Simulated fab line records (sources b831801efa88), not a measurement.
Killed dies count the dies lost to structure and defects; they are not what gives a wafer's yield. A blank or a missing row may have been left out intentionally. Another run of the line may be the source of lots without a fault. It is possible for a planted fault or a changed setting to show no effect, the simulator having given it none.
fab line records | flow sky130
record lots=14 | wafers=39 | lastDay=50
route steps=708 shown SONOS_TUNNEL@166 GATE_OXIDE@201 POLY_GATE@205 PAD_OPEN@708
lots that met no fault: from a run of the same line without faults
startH: start of the lot's first displayed wafer, in hours after the record's first day | waitH: hours from the lot's prior step to this one | " the same as in the row above | L1.1+2: several wafers, shown together as one row | - value missing, or start not given | * or withheld: withheld | < > ~ a bound
route shown NAME@n: NAME is a module with steps in the file, n the number in the route of the first one | usual: mean/standard deviation taken from wafers without a fault | same: alike in all rows | chamber/n: place in a boat | sites: each site's reading | _std_site: how widely they spread, as a standard deviation | _edge_site: mean of outer sites minus mean of inner sites | radiusMm: for every site, how far away it sits from the centre of the wafer | mask NAME#n: copy n | behind: the tool/chamber that last shaped the wafer | hold: what put the lot on hold/how long, in hours/how the hold closed | device: names the non-switching transistor (n, p or np) | end of line: at the end of the route, the tests of the same wafers | where a step has no rows: the recipe by itself | killed: dies that structure and defects cost at the first sort, which is not the same as the wafer's yield | map: a wafer's dies, x killed, . not, _ none there
set.NAME: the run value of the setting; set.NAME@STEP: its run value at that earlier step | model.NAME: the simulator's own value behind a step, which no gauge read
the route's steps for a sample of lots (tables are steps, rows are wafers)
services: when a tool's chamber went out of use (startH, in hours from the record's first day, below 0 if earlier), for how many hours, and the reason
## steps
# step SKY_SONOS_TUNNEL_TW_MEAS_12
# usual SONOS_TUNNEL_TW=196.8/1.4
lot.wafer | tool         | chamber | startH | waitH | SONOS_TUNNEL_TW
L237.3    | filmMetro-03 | -       | 263.98 | 0.0   | 198.1
L237.4    | "            | -       | "      | "     | 199.3
L237.6    | "            | -       | "      | "     | 199.3
L239.3    | filmMetro-01 | -       | 272.84 | 0.0   | 196.5
L239.4    | "            | -       | "      | "     | 195.1
L239.5    | "            | -       | "      | "     | 194.9
L240.1    | filmMetro-01 | -       | 273.88 | 0.0   | 197.5
L240.2    | "            | -       | "      | "     | 195.6
L240.3    | "            | -       | "      | "     | 196.6
L241.3    | filmMetro-03 | -       | 283.07 | 0.0   | 197.9
L242.1    | filmMetro-02 | -       | 284.15 | 0.0   | 196.1
L242.3    | "            | -       | "      | "     | 197.5
L242.4    | "            | -       | "      | "     | 196.4
L243.2    | filmMetro-03 | -       | 297.67 | 0.0   | 197.6
L243.4    | "            | -       | "      | "     | 198.2
L245.1    | filmMetro-02 | -       | 311.69 | 0.0   | 195.7
L245.4    | "            | -       | "      | "     | 195.3
L245.5    | "            | -       | "      | "     | 194.8
L251.2    | filmMetro-03 | -       | 359.49 | 0.0   | 197.5
L251.3    | "            | -       | "      | "     | 198.4
L251.4    | "            | -       | "      | "     | 198.1
L252.1    | filmMetro-03 | -       | 369.76 | 0.0   | 197.2
L252.3    | "            | -       | "      | "     | 197.5
L252.6    | "            | -       | "      | "     | 198.0
L255.1    | filmMetro-02 | -       | 388.83 | 0.0   | 197.4
L255.5    | "            | -       | "      | "     | 197.6
L255.6    | "            | -       | "      | "     | 195.8
L257.2    | filmMetro-02 | -       | 407.68 | 0.0   | 196.8
L257.4    | "            | -       | "      | "     | 197.6
L257.6    | "            | -       | "      | "     | 196.9
L258.2    | filmMetro-02 | -       | 415.24 | 0.0   | 192.5
L258.4    | "            | -       | "      | "     | 194.0
L258.5    | "            | -       | "      | "     | 195.0
L260.1    | filmMetro-01 | -       | 426.15 | 0.0   | 197.3
L260.4    | "            | -       | "      | "     | 198.5
L260.5    | "            | -       | "      | "     | 197.0
L259.1    | filmMetro-02 | -       | 426.23 | 0.0   | 194.2
L259.2    | "            | -       | "      | "     | 193.8
L259.4    | "            | -       | "      | "     | 192.9
# step SKY_GATE_OXIDE_TW_MEAS_14
# usual GATE_OXIDE_TW=223.8/1.6
lot.wafer | tool         | chamber | startH | waitH | GATE_OXIDE_TW
L237.3    | filmMetro-03 | -       | 325.66 | 0.1   | 223.8
L237.4    | "            | -       | "      | "     | 224.9
L237.6    | "            | -       | "      | "     | 226.1
L239.3    | filmMetro-03 | -       | 329.65 | 0.1   | 224.9
L239.4    | "            | -       | "      | "     | 225.0
L239.5    | "            | -       | "      | "     | 223.8
L240.1    | filmMetro-02 | -       | 332.73 | 0.1   | 221.2
L240.2    | "            | -       | "      | "     | 220.6
L240.3    | "            | -       | "      | "     | 221.4
L242.1    | filmMetro-03 | -       | 342.77 | 0.1   | 223.3
L242.3    | "            | -       | "      | "     | 224.8
L242.4    | "            | -       | "      | "     | 224.0
L241.3    | filmMetro-02 | -       | 343.10 | 0.1   | 222.4
L243.2    | filmMetro-02 | -       | 360.94 | 0.1   | 223.6
L243.4    | "            | -       | "      | "     | 224.2
L245.1    | filmMetro-03 | -       | 375.32 | 0.1   | 224.7
L245.4    | "            | -       | "      | "     | 224.8
L245.5    | "            | -       | "      | "     | 225.2
L251.2    | filmMetro-03 | -       | 430.61 | 0.1   | 224.5
L251.3    | "            | -       | "      | "     | 225.6
L251.4    | "            | -       | "      | "     | 225.5
L252.1    | filmMetro-03 | -       | 441.21 | 0.1   | 224.8
L252.3    | "            | -       | "      | "     | 225.0
L252.6    | "            | -       | "      | "     | 225.9
L255.1    | filmMetro-02 | -       | 462.63 | 0.1   | 220.4
L255.5    | "            | -       | "      | "     | 222.2
L255.6    | "            | -       | "      | "     | 222.1
L257.2    | filmMetro-03 | -       | 477.44 | 0.1   | 224.7
L257.4    | "            | -       | "      | "     | 223.7
L257.6    | "            | -       | "      | "     | 225.3
L258.2    | filmMetro-02 | -       | 489.44 | 0.1   | 222.7
L258.4    | "            | -       | "      | "     | 221.9
L258.5    | "            | -       | "      | "     | 221.0
L260.1    | filmMetro-02 | -       | 495.97 | 0.1   | 221.5
L260.4    | "            | -       | "      | "     | 222.3
L260.5    | "            | -       | "      | "     | 223.7
L259.1    | filmMetro-02 | -       | 497.18 | 0.1   | 221.5
L259.2    | "            | -       | "      | "     | 223.5
L259.4    | "            | -       | "      | "     | 221.0
# step SKY_POLY_GATE_THK_MEAS_01
# recipe reads=poly-Si_of_POLY_GATE_CVD_00
# usual POLY_GATE_CVD_00_THK=179.3/1.8
lot.wafer | tool         | chamber | startH | waitH | POLY_GATE_CVD_00_THK[nm]
L237.3    | filmMetro-03 | -       | 330.27 | 0.0   | 178.4
L237.4    | "            | -       | "      | "     | 177.7
L237.6    | "            | -       | "      | "     | 180.4
L240.1    | filmMetro-01 | -       | 336.28 | 0.0   | 176.2
L240.2    | "            | -       | "      | "     | 178.1
L240.3    | "            | -       | "      | "     | 177.3
L239.3    | filmMetro-03 | -       | 336.30 | 0.0   | 177.5
L239.4    | "            | -       | "      | "     | 178.1
L239.5    | "            | -       | "      | "     | 178.2
L242.1    | filmMetro-01 | -       | 345.90 | 0.0   | 177.5
L242.3    | "            | -       | "      | "     | 176.1
L242.4    | "            | -       | "      | "     | 177.0
L241.3    | filmMetro-03 | -       | 347.12 | 0.0   | 179.4
L243.2    | filmMetro-03 | -       | 371.99 | 0.1   | 177.1
L243.4    | "            | -       | "      | "     | 178.8
L245.1    | filmMetro-03 | -       | 380.69 | 0.1   | 180.1
L245.4    | "            | -       | "      | "     | 179.2
L245.5    | "            | -       | "      | "     | 182.2
L251.2    | filmMetro-01 | -       | 435.03 | 0.0   | 181.2
L251.3    | "            | -       | "      | "     | 180.4
L251.4    | "            | -       | "      | "     | 181.0
L252.1    | filmMetro-01 | -       | 444.27 | 0.1   | 183.4
L252.3    | "            | -       | "      | "     | 183.9
L252.6    | "            | -       | "      | "     | 182.5
L255.1    | filmMetro-03 | -       | 466.72 | 0.0   | 179.7
L255.5    | "            | -       | "      | "     | 178.6
L255.6    | "            | -       | "      | "     | 180.5
L257.2    | filmMetro-01 | -       | 480.29 | 0.0   | 179.6
L257.4    | "            | -       | "      | "     | 181.9
L257.6    | "            | -       | "      | "     | 181.5
L258.2    | filmMetro-01 | -       | 492.28 | 0.0   | 180.4
L258.4    | "            | -       | "      | "     | 179.8
L258.5    | "            | -       | "      | "     | 180.4
L260.1    | filmMetro-01 | -       | 498.81 | 0.0   | 178.0
L260.4    | "            | -       | "      | "     | 177.7
L260.5    | "            | -       | "      | "     | 177.0
L259.1    | filmMetro-03 | -       | 500.95 | 0.0   | 183.3
L259.2    | "            | -       | "      | "     | 182.4
L259.4    | "            | -       | "      | "     | 182.0
# step SKY_POLY_GATE_EXPOSE_10
# recipe maskId=P1M | na=0.68 | sourceShape=conventional | sigmaOuter=0.6 | targetCdNm=150 | doseMj=28
lot.wafer  | tool          | chamber | startH | waitH | mask
L237.3+4+6 | krfScanner-02 | 0       | 372.10 | -     | P1M#0
L239.3+4+5 | krfScanner-01 | 0       | 378.55 | -     | P1M#0
L240.1+2+3 | krfScanner-02 | 0       | 380.21 | -     | P1M#0
L242.1+3+4 | krfScanner-02 | 0       | 389.41 | -     | P1M#0
L241.3     | krfScanner-02 | 0       | 391.57 | -     | P1M#0
L243.2+4   | krfScanner-02 | 0       | 418.83 | -     | P1M#0
L245.1+4+5 | krfScanner-02 | 0       | 428.73 | -     | P1M#0
L251.2+3+4 | krfScanner-02 | 0       | 483.28 | -     | P1M#0
L252.1+3+6 | krfScanner-01 | 0       | 494.51 | -     | P1M#0
L255.1+5+6 | krfScanner-02 | 0       | 513.41 | -     | P1M#0
L257.2+4+6 | krfScanner-01 | 0       | 528.58 | -     | P1M#0
L258.2+4+5 | krfScanner-02 | 0       | 540.13 | -     | P1M#0
L260.1+4+5 | krfScanner-01 | 0       | 545.26 | -     | P1M#0
L259.1+2+4 | krfScanner-01 | 0       | 548.98 | -     | P1M#0
# step SKY_POLY_GATE_CD_MEAS_13
# recipe targetCdNm=150
# usual cdNm=149.7/1.2
lot.wafer | tool     | chamber | startH | waitH | hold                    | cdNm
L237.3    | cdSem-02 | -       | 385.88 | -     | -                       | 149.2
L237.4    | "        | -       | "      | "     | -                       | 148.3
L237.6    | "        | -       | "      | "     | -                       | 149.5
L239.3    | cdSem-01 | -       | 392.15 | -     | -                       | 149.5
L239.4    | "        | -       | "      | "     | -                       | 150.8
L239.5    | "        | -       | "      | "     | -                       | 149.3
L240.1    | cdSem-01 | -       | 393.94 | -     | -                       | 148.9
L240.2    | "        | -       | "      | "     | -                       | 149.2
L240.3    | "        | -       | "      | "     | -                       | 150.0
L242.1    | cdSem-02 | -       | 403.39 | -     | -                       | 146.4
L242.3    | "        | -       | "      | "     | -                       | 148.4
L242.4    | "        | -       | "      | "     | -                       | 146.8
L241.3    | cdSem-02 | -       | 405.12 | -     | awaitDispo/0.2h/release | 137.4
L241.3    | cdSem-02 | -       | 405.54 | 0.4   | -                       | 137.8
L243.2    | cdSem-01 | -       | 433.86 | -     | awaitDispo/0.2h/release | 148.2
L243.4    | "        | -       | "      | "     | awaitDispo/0.2h/release | 134.9
L243.2    | cdSem-01 | -       | 434.15 | 0.3   | -                       | 148.6
L243.4    | "        | -       | "      | "     | -                       | 134.8
L245.1    | cdSem-01 | -       | 443.74 | -     | awaitDispo/0.2h/release | 149.5
L245.4    | "        | -       | "      | "     | awaitDispo/0.2h/release | 136.4
L245.5    | "        | -       | "      | "     | awaitDispo/0.2h/release | 149.0
L245.1    | cdSem-01 | -       | 444.03 | 0.3   | -                       | 149.5
L245.4    | "        | -       | "      | "     | -                       | 135.9
L245.5    | "        | -       | "      | "     | -                       | 148.9
L251.2    | cdSem-01 | -       | 497.98 | -     | -                       | 149.8
L251.3    | "        | -       | "      | "     | -                       | 149.7
L251.4    | "        | -       | "      | "     | -                       | 150.9
L252.1    | cdSem-02 | -       | 509.73 | -     | -                       | 152.0
L252.3    | "        | -       | "      | "     | -                       | 151.1
L252.6    | "        | -       | "      | "     | -                       | 151.3
L255.1    | cdSem-01 | -       | 528.73 | -     | -                       | 151.0
L255.5    | "        | -       | "      | "     | -                       | 152.7
L255.6    | "        | -       | "      | "     | -                       | 152.3
L257.2    | cdSem-01 | -       | 542.65 | -     | -                       | 148.5
L257.4    | "        | -       | "      | "     | -                       | 148.7
L257.6    | "        | -       | "      | "     | -                       | 148.4
L258.2    | cdSem-01 | -       | 555.08 | -     | -                       | 149.2
L258.4    | "        | -       | "      | "     | -                       | 151.0
L258.5    | "        | -       | "      | "     | -                       | 151.4
L260.1    | cdSem-02 | -       | 560.13 | -     | -                       | 148.4
L260.4    | "        | -       | "      | "     | -                       | 149.3
L260.5    | "        | -       | "      | "     | -                       | 147.8
L259.1    | cdSem-02 | -       | 563.64 | -     | -                       | 150.4
L259.2    | "        | -       | "      | "     | -                       | 150.5
L259.4    | "        | -       | "      | "     | -                       | 151.3
# step SKY_PAD_OPEN_PROBE_99
# usual killed_at_M0_to_M3=43/7.3 | killed_at_M4_up=3.1/1.7 | killedAtContacts=25/5.3 | killedAtFrontEnd=15/4.3 | killedAtOther=0.2/0.54 | killedDies=87/10 | killedOpen=48/7.6 | killedShort=38/6.1
# same grossDies=492 | killedAtBackSide=0
lot.wafer | tool      | chamber | startH  | waitH | killed_at_M0_to_M3 | killed_at_M4_up | killedAtContacts | killedAtFrontEnd | killedAtOther | killedDies | killedOpen | killedShort
L241.3    | prober-02 | -       | 1106.46 | 0.2   | 50                 | 3               | 25               | 17               | 0             | 95         | 47         | 46
L243.2    | prober-02 | -       | 1122.58 | 0.1   | 35                 | 4               | 23               | 10               | 0             | 72         | 45         | 27
L243.4    | prober-02 | -       | 1122.68 | 0.2   | 59                 | 0               | 25               | 21               | 0             | 105        | 58         | 46
L251.2    | prober-02 | -       | 1159.78 | 0.1   | 39                 | 2               | 31               | 17               | 0             | 89         | 44         | 45
L251.3    | prober-02 | -       | 1159.83 | 0.2   | 53                 | 2               | 27               | 17               | 2             | 101        | 56         | 43
L251.4    | prober-02 | -       | 1159.88 | 0.2   | 53                 | 3               | 25               | 11               | 0             | 92         | 53         | 39
L257.2    | prober-02 | -       | 1187.18 | 0.1   | 49                 | 2               | 22               | 15               | 1             | 89         | 52         | 37
L257.4    | prober-02 | -       | 1187.28 | 0.2   | 50                 | 2               | 28               | 15               | 0             | 95         | 52         | 42
L257.6    | prober-02 | -       | 1187.38 | 0.2   | 38                 | 2               | 16               | 9                | 0             | 65         | 35         | 30
L259.1    | prober-01 | -       | 1196.28 | 0.1   | 44                 | 2               | 26               | 8                | 0             | 80         | 41         | 39
L259.2    | prober-01 | -       | 1196.33 | 0.1   | 38                 | 1               | 24               | 18               | 0             | 81         | 47         | 34
L259.4    | prober-01 | -       | 1196.43 | 0.2   | 38                 | 4               | 16               | 16               | 1             | 75         | 36         | 39
# killed by level:class
L241.3 VIA1:geometricParticle:open=10 VIA1:geometricParticle:short=8 CONTACT:geometricParticle:short=7 FIELD_ISO:geometricParticle:open=6 LI_CONTACT:geometricParticle:open=6 METAL1:geometricParticle:short=6 FIELD_ISO:geometricParticle:short=5 CONTACT:geometricParticle:open=5
L243.2 LI_CONTACT:geometricParticle:open=9 CONTACT:geometricParticle:open=9 VIA1:geometricParticle:open=7 METAL1:geometricParticle:open=4 VIA2:geometricParticle:open=4 METAL3:geometricParticle:short=4 VIA3:geometricParticle:open=4 FIELD_ISO:geometricParticle:short=3
L243.4 VIA1:geometricParticle:open=16 CONTACT:geometricParticle:open=9 VIA1:geometricParticle:short=9 VIA3:geometricParticle:open=8 METAL1:geometricParticle:short=7 POLY_GATE:geometricParticle:open=6 LI_CONTACT:geometricParticle:open=6 FIELD_ISO:geometricParticle:short=4
L251.2 LI_CONTACT:geometricParticle:open=8 CONTACT:geometricParticle:short=8 CONTACT:geometricParticle:open=7 VIA3:geometricParticle:open=7 VIA2:geometricParticle:open=6 LOCAL_INTERCONNECT:geometricParticle:short=6 METAL1:geometricParticle:short=5 VIA1:geometricParticle:open=5
L251.3 CONTACT:geometricParticle:open=9 METAL1:geometricParticle:short=9 LI_CONTACT:geometricParticle:open=8 VIA2:geometricParticle:open=8 FIELD_ISO:geometricParticle:open=6 VIA1:geometricParticle:short=6 VIA2:geometricParticle:short=6 VIA3:geometricParticle:open=6
L251.4 VIA1:geometricParticle:open=17 VIA2:geometricParticle:open=8 CONTACT:geometricParticle:open=8 VIA1:geometricParticle:short=8 CONTACT:geometricParticle:short=6 SPACER:geometricParticle:open=4 VIA3:geometricParticle:open=4 VIA3:geometricParticle:short=4
L257.2 METAL2:geometricParticle:short=9 FIELD_ISO:geometricParticle:open=8 CONTACT:geometricParticle:open=8 VIA3:geometricParticle:open=8 VIA2:geometricParticle:open=7 VIA1:geometricParticle:open=7 LI_CONTACT:geometricParticle:open=5 FIELD_ISO:geometricParticle:short=4
L257.4 CONTACT:geometricParticle:open=11 VIA1:geometricParticle:open=9 LI_CONTACT:geometricParticle:open=8 VIA2:geometricParticle:open=7 VIA1:geometricParticle:short=6 METAL2:geometricParticle:short=6 FIELD_ISO:geometricParticle:open=5 FIELD_ISO:geometricParticle:short=5
L257.6 VIA1:geometricParticle:open=8 LI_CONTACT:geometricParticle:open=6 LI_CONTACT:geometricParticle:short=5 METAL1:geometricParticle:short=5 VIA2:geometricParticle:open=5 VIA3:geometricParticle:open=5 METAL2:geometricParticle:short=4 VIA1:geometricParticle:short=3
L259.1 CONTACT:geometricParticle:open=10 VIA3:geometricParticle:open=8 METAL1:geometricParticle:short=6 METAL2:geometricParticle:short=6 LOCAL_INTERCONNECT:geometricParticle:short=5 VIA1:geometricParticle:short=4 LI_CONTACT:geometricParticle:open=4 VIA1:geometricParticle:open=4
L259.2 POLY_GATE:geometricParticle:open=8 VIA1:geometricParticle:open=8 VIA2:geometricParticle:open=8 LI_CONTACT:geometricParticle:open=7 VIA3:geometricParticle:open=7 VIA1:geometricParticle:short=6 FIELD_ISO:geometricParticle:short=5 LI_CONTACT:geometricParticle:short=4
L259.4 VIA1:geometricParticle:open=9 CONTACT:geometricParticle:open=6 METAL1:geometricParticle:short=6 POLY_GATE:geometricParticle:short=5 POLY_GATE:geometricParticle:open=4 LI_CONTACT:geometricParticle:open=4 VIA3:geometricParticle:short=4 VIA2:geometricParticle:open=4
## services
tool          | chamber | startH | hours | kind
krfScanner-02 | -       | 360.36 | 0.8   | pm
krfScanner-01 | -       | 362.01 | 0.8   | pm
krfScanner-02 | 0       | 367.87 | -     | calibration
krfScanner-02 | -       | 386.52 | 1.0   | pm
krfScanner-02 | -       | 395.74 | 1.1   | repair
krfScanner-01 | -       | 401.79 | 1.0   | pm
krfScanner-02 | -       | 445.44 | 1.8   | repair
krfScanner-02 | -       | 473.71 | 1.3   | pm
krfScanner-01 | -       | 483.04 | 1.3   | pm
krfScanner-01 | 0       | 513.24 | -     | calibration
krfScanner-02 | -       | 517.67 | 0.8   | pm
krfScanner-01 | -       | 530.81 | 0.8   | pm
krfScanner-02 | 0       | 542.92 | -     | calibration
## key
firstSign step=SKY_POLY_GATE_CD_MEAS_13 | reading=visit | direction=added
effect step=SKY_POLY_GATE_CD_MEAS_13 | reading=cdNm | direction=down | sigmas=12 | usual=149.7 | struck=136.2
metAt SKY_POLY_GATE_EXPOSE_10
struckLots L241,L243,L245
struckWafers L241.3,L243.4,L245.4
testerLeftOut L241,L243,L245
notActingAt SKY_SONOS_TUNNEL_TW_MEAS_12,SKY_GATE_OXIDE_TW_MEAS_14,SKY_POLY_GATE_THK_MEAS_01
onsetBetween 389.41 391.57
fault kind=processParameterDrift | tool=krfScanner-02 | chamber=- | onsetH=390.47 | steps=SKY_POLY_GATE_EXPOSE_10 | channel=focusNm | offset=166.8 | shape=step | endH=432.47 | scope=struckWafersOnly
# testerLeftOut: of these lots the tester's yield and bins aren't shown, on N5 and GAA mostly nor the transistor test; their killed dies are dies lost to structure and defects alone, not to doping, threshold or leakage, so they don't give the yield
